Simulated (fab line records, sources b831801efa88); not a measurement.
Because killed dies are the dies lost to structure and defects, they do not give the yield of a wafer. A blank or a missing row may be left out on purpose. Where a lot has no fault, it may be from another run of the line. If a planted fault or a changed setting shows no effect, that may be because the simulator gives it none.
Which of the tools did it? ; flow sky130 ; 12 lots, 36 wafers sampled, at 2 steps of a route of 708

== WHAT THE GAUGES SHOWED, per wafer ==
SKY_LDD_LDN_OVL_MEAS_07.
lot;measured;on;LDD_LDN_OVL (nm)
L075;day 22 11:52;overlay-02;-0.1 -1.8 0.4
L077;day 24 05:19;overlay-01;-1.3 -1.2 0.5
L080;day 25 02:19;overlay-02;-0.4 -0.7 -0.5
L081;day 25 11:07;overlay-01;-2.4 -4.1 -3.5
L083;day 26 03:43;overlay-02;-2.0 -2.2 -1.7
L085;day 26 18:28;overlay-01;-3.6 -2.5 -3.0
L087;day 27 13:38;overlay-01;-1.4 0.0 -2.0
L089;day 27 22:43;overlay-02;-1.8 -2.4 -1.5
L091;day 28 14:43;overlay-01;-2.2 -2.5 -2.1
L093;day 30 04:10;overlay-01;-2.2 -3.7 -1.8
L096;day 30 14:58;overlay-02;-2.7 -0.1 -0.2
L097;day 30 21:10;overlay-02;-4.5 -3.8 -2.5

== EACH LOT AND THE TOOL THAT RAN IT (in order: tool; ch and the chambers of the sampled wafers; start) ==
lot;SKY_SONOS_ONO_ETCH_15
L075;rie_diel-02 ch 0,1, day 12 08:16
L077;rie_diel-04 ch 0,2,3, day 13 23:25
L080;rie_diel-01 ch 1,2,3, day 14 17:58
L081;rie_diel-02 ch 0,2, day 15 02:41
L083;rie_diel-02 ch 0,1,3, day 15 13:25
L085;rie_diel-04 ch 0,3, day 16 06:28
L087;rie_diel-04 ch 0,2,3, day 16 21:08
L089;rie_diel-04 ch 0,2, day 17 06:55
L091;rie_diel-02 ch 2,3, day 18 06:10
L093;rie_diel-01 ch 0,2,3, day 19 05:45
L096;rie_diel-01 ch 0,2,3, day 20 08:43
L097;rie_diel-01 ch 0,2, day 20 12:20
- SKY_SONOS_ONO_ETCH_15: etches the open film in CHF3/O2, target depth 19.52 nm, time 7.8 s.

== THE ANSWER, worked out from the rows above alone ==
Rule: what is usual is taken from the lots themselves. Put in order of their means at a reading, lots are off if they are a third of the lots or fewer, leave a main group of 4 or more, and stand apart from it by a gap of 3 or more times the standard deviation of the main group's means; of several such gaps the widest counts. A main group is skipped when, at the precision printed for the reading in the tables above, its means are all equal. Also off: a lot with no number at a reading for which 4 or more lots have one. The other lots that the step has rows for count as sound.
No lot is off on any of the readings shown, so nothing can be concluded from this.

== WHAT WAS PUT IN BY THE SIMULATOR ==
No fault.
